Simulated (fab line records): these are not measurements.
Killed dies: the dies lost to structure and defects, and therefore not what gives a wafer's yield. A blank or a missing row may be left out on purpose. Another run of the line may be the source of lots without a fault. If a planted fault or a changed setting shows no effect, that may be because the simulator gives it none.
The tool behind it: which one? || flow gf180mcu || 7 lots, 21 wafers sampled, at 3 steps of a route of 602

== WHAT THE GAUGES SHOWED, per wafer ==
GF_V5_OVL_MEAS_15.
{"lot": "L446", "measured": "day 27 22:58", "on": "overlay-01", "V5_OVL (nm)": "-5 0 1"}
{"lot": "L448", "measured": "day 28 18:55", "on": "overlay-01", "V5_OVL (nm)": "-2 4 7"}
{"lot": "L451", "measured": "day 29 21:00", "on": "overlay-02", "V5_OVL (nm)": "5 5 8"}
{"lot": "L454", "measured": "day 30 05:42", "on": "overlay-01", "V5_OVL (nm)": "-6 -1 -6"}
{"lot": "L456", "measured": "day 31 05:58", "on": "overlay-01", "V5_OVL (nm)": "8 -1 5"}
{"lot": "L458", "measured": "day 31 14:00", "on": "overlay-02", "V5_OVL (nm)": "1 -4 -1"}
{"lot": "L468", "measured": "day 33 17:06", "on": "overlay-01", "V5_OVL (nm)": "-2 0 0"}

== EACH LOT AND THE TOOL THAT RAN IT (in order: tool; ch and the chambers of the sampled wafers; start) ==
{"lot": "L446", "GF_CONTACT_CVD_00": "hdpcvd-02 ch 0,1,2, day 15 20:08", "GF_M5_STRIP_11": "plasmaAsher-01 ch 0,1, day 27 00:58"}
{"lot": "L448", "GF_CONTACT_CVD_00": "hdpcvd-01 ch 0,1,2, day 16 19:33", "GF_M5_STRIP_11": "plasmaAsher-01 ch 0,1, day 27 22:04"}
{"lot": "L451", "GF_CONTACT_CVD_00": "hdpcvd-02 ch 0,1,2, day 18 03:07", "GF_M5_STRIP_11": "plasmaAsher-03 ch 0,1, day 29 00:37"}
{"lot": "L454", "GF_CONTACT_CVD_00": "hdpcvd-01 ch 0,1,2, day 18 14:17", "GF_M5_STRIP_11": "plasmaAsher-01 ch 0, day 29 09:13"}
{"lot": "L456", "GF_CONTACT_CVD_00": "hdpcvd-01 ch 0,1,2, day 19 16:01", "GF_M5_STRIP_11": "plasmaAsher-02 ch 0,1, day 30 10:16"}
{"lot": "L458", "GF_CONTACT_CVD_00": "hdpcvd-02 ch 0,2, day 20 09:55", "GF_M5_STRIP_11": "plasmaAsher-03 ch 0,1, day 30 18:34"}
{"lot": "L468", "GF_CONTACT_CVD_00": "hdpcvd-02 ch 0,1,2, day 23 07:40", "GF_M5_STRIP_11": "plasmaAsher-01 ch 0,1, day 32 23:31"}
- GF_CONTACT_CVD_00: deposits SiO2, target thk 300 nm, time 50 s.
- GF_M5_STRIP_11: strips in O2/N2.

== THE ANSWER, worked out from the rows above alone ==
Rule: what is usual is taken from the lots themselves. The widest of any qualifying gaps counts: lots, ordered by their means at a reading, are off when they make up no more than a third of the lots, leave a main group of 4 or more, and stand apart from it by 3 or more times the standard deviation of that group's means. Not used: any main group whose means are identical at the precision the tables above print for the reading. Also off: a lot with no number at a reading for which 4 or more lots have one. The other lots that the step has rows for count as sound.
No lot is off at any reading shown: from this, nothing can be told.

== WHAT THE SIMULATOR HAD INSERTED ==
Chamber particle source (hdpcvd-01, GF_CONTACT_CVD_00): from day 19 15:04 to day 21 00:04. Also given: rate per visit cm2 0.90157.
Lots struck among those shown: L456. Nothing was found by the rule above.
